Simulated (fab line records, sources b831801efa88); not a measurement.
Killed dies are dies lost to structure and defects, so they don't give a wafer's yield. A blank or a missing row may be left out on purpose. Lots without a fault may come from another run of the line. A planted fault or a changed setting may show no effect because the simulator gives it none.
Chamber matching | flow gf180mcu | GF_V3_CMP_04 on cmp-01: 4 sister chambers
The step polishes SiO2. 8 wafers are shown with their chamber, then 12 later ones without.

WAFERS WITH THEIR CHAMBER
wafer  | chamber | motor_current_A (A) | time_to_endpoint_s (s)
L078.1 | 3       | 12.1                | 88
L080.2 | 3       | 11.8                | 79
L080.6 | 0       | 12.8                | 82
L082.2 | 1       | 13.6                | 76
L082.6 | 0       | 13.0                | 76
L083.3 | 2       | 11.1                | 83
L083.5 | 2       | 11.0                | 91
L083.6 | 1       | 13.4                | 89

WAFERS WITHOUT THEIR CHAMBER
wafer  | motor_current_A (A) | time_to_endpoint_s (s)
L085.3 | 12.3                | 74
L085.5 | 13.2                | 91
L085.6 | 10.4                | 81
L090.3 | 11.3                | 77
L090.4 | 12.6                | 77
L090.6 | 13.5                | 79
L092.2 | 12.2                | 70
L092.4 | 12.8                | 79
L092.6 | 12.9                | 72
L096.1 | 11.5                | 73
L096.3 | 12.0                | 72
L096.6 | 11.2                | 80

WHICH CHAMBER EACH WENT THROUGH
wafer  | from the rows above     | in truth
L085.3 | can't be placed: 3 or 0 | 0
L085.5 | can't be placed: 1 or 0 | 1
L085.6 | 2                       | 2
L090.3 | 2                       | 2
L090.4 | 0                       | 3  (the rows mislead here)
L090.6 | 1                       | 1
L092.2 | 3                       | 3
L092.4 | 0                       | 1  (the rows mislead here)
L092.6 | 0                       | 0
L096.1 | can't be placed: 3 or 2 | 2
L096.3 | 3                       | 3
L096.6 | 2                       | 2
Placed correctly: 7 of 12. Can't be placed from these rows: 3 (the true chamber is among the candidates in 3). Placed wrongly: 2.
How it was worked out, from the rows above alone: a wafer's distance from a chamber is the root of the sum, over the readings, of the square of ((its reading less the chamber's mean) divided by the reading's scatter). The wafer belongs to the nearest chamber; if the next one is less than 2 further off, it can't be placed. A chamber's mean is the mean of its shown wafers. The scatter: the root of (the sum of the squares of (reading less its chamber's mean) over the shown wafers, divided by (wafers less chambers)).
